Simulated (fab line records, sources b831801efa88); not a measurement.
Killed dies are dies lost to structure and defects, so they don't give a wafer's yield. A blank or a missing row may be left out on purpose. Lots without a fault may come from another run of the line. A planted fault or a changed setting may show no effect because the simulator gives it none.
Which tool did it? | flow gf180mcu | 11 lots, 33 wafers sampled, at 4 steps of a route of 602

WHAT THE GAUGES READ, wafer by wafer
GF_V4_THK_MEAS_03.
lot  | measured     | on            | V4_CVD_02_THK (nm)
L515 | day 24 00:20 | film_metro-04 | 847 851 863
L516 | day 24 07:52 | film_metro-01 | 867 853 859
L518 | day 25 03:31 | film_metro-03 | 858 873 852
L519 | day 25 19:16 | film_metro-01 | 858 878 863
L521 | day 26 11:33 | film_metro-03 | 853 877 853
L522 | day 26 15:07 | film_metro-03 | 850 858 846
L523 | day 27 06:49 | film_metro-04 | 834 478 866
L525 | day 27 14:40 | film_metro-01 | 850 854 868
L532 | day 29 16:41 | film_metro-01 | 855 859 859
L534 | day 30 04:44 | film_metro-01 | 853 852 858
L536 | day 30 10:35 | film_metro-03 | 845 848 857

WHICH TOOL RAN EACH LOT (tool, then ch and the chambers of the sampled wafers, then the start)
lot  | GF_V3_STRIP_18                       | GF_M4_SPUTTER_02             | GF_V4_CVD_02
L515 | plasma_asher-01 ch 0,1, day 22 23:52 | pvd_sputter-03, day 23 01:19 | pecvd-04 ch 1,2, day 24 00:16
L516 | plasma_asher-01 ch 0,1, day 23 06:44 | pvd_sputter-03, day 23 08:06 | pecvd-02 ch 0,1,2, day 24 07:49
L518 | plasma_asher-01 ch 0,1, day 24 03:30 | pvd_sputter-03, day 24 04:50 | pecvd-01 ch 0,1,2, day 25 03:28
L519 | plasma_asher-01 ch 0,1, day 24 20:10 | pvd_sputter-01, day 24 21:29 | pecvd-02 ch 0,1,2, day 25 19:12
L521 | plasma_asher-02 ch 0,1, day 25 12:35 | pvd_sputter-01, day 25 13:54 | pecvd-04 ch 1,2, day 26 11:28
L522 | plasma_asher-03 ch 0,1, day 25 15:27 | pvd_sputter-03, day 25 16:46 | pecvd-04 ch 0,1, day 26 14:58
L523 | plasma_asher-03 ch 0,1, day 26 07:37 | pvd_sputter-02, day 26 09:19 | pecvd-04 ch 1,2, day 27 06:45
L525 | plasma_asher-01 ch 0,1, day 26 16:13 | pvd_sputter-03, day 26 17:35 | pecvd-01 ch 0,2, day 27 14:36
L532 | plasma_asher-01 ch 1, day 28 18:40   | pvd_sputter-03, day 28 20:01 | pecvd-02 ch 0,1,2, day 29 16:37
L534 | plasma_asher-03 ch 1, day 29 07:04   | pvd_sputter-03, day 29 08:26 | pecvd-02 ch 0,2, day 30 04:40
L536 | plasma_asher-03 ch 0,1, day 29 13:25 | pvd_sputter-02, day 29 14:52 | pecvd-01 ch 1,2, day 30 10:29
- GF_V3_STRIP_18: strips in O2/N2.
- GF_M4_SPUTTER_02: material AlCu, target thk 450 nm, time 23.9 s.
- GF_V4_CVD_02: deposits SiO2 from TEOS, target thk 850 nm, time 94.851 s.

THE ANSWER, worked out from the rows above alone
Rule: what is usual is taken from the lots themselves. Put in order of their means at a reading, lots are off if they are a third of the lots or fewer, leave a main group of 4 or more, and stand apart from it by a gap of 3 or more times the standard deviation of the main group's means; of several such gaps the widest counts. A main group whose means are all the same, to the digits that the tables above print for the reading, isn't used. A lot without any number at a reading at which 4 lots or more have one is off too. The other lots that the step has rows for count as sound.
Off: L523, at GF_V4_THK_MEAS_03 (V4_CVD_02_THK). The main group: mean 857 nm, standard deviation 4.7.
A tool fits if, at a process step before that reading, it ran every lot that is off, and no sound lot after the first of them. The gauges at GF_V4_THK_MEAS_03 are tried like those tools. Can't be told from this: 2 tools fit, pecvd-04 at GF_V4_CVD_02, film_metro-04 at GF_V4_THK_MEAS_03.

WHAT THE SIMULATOR HAD PUT IN
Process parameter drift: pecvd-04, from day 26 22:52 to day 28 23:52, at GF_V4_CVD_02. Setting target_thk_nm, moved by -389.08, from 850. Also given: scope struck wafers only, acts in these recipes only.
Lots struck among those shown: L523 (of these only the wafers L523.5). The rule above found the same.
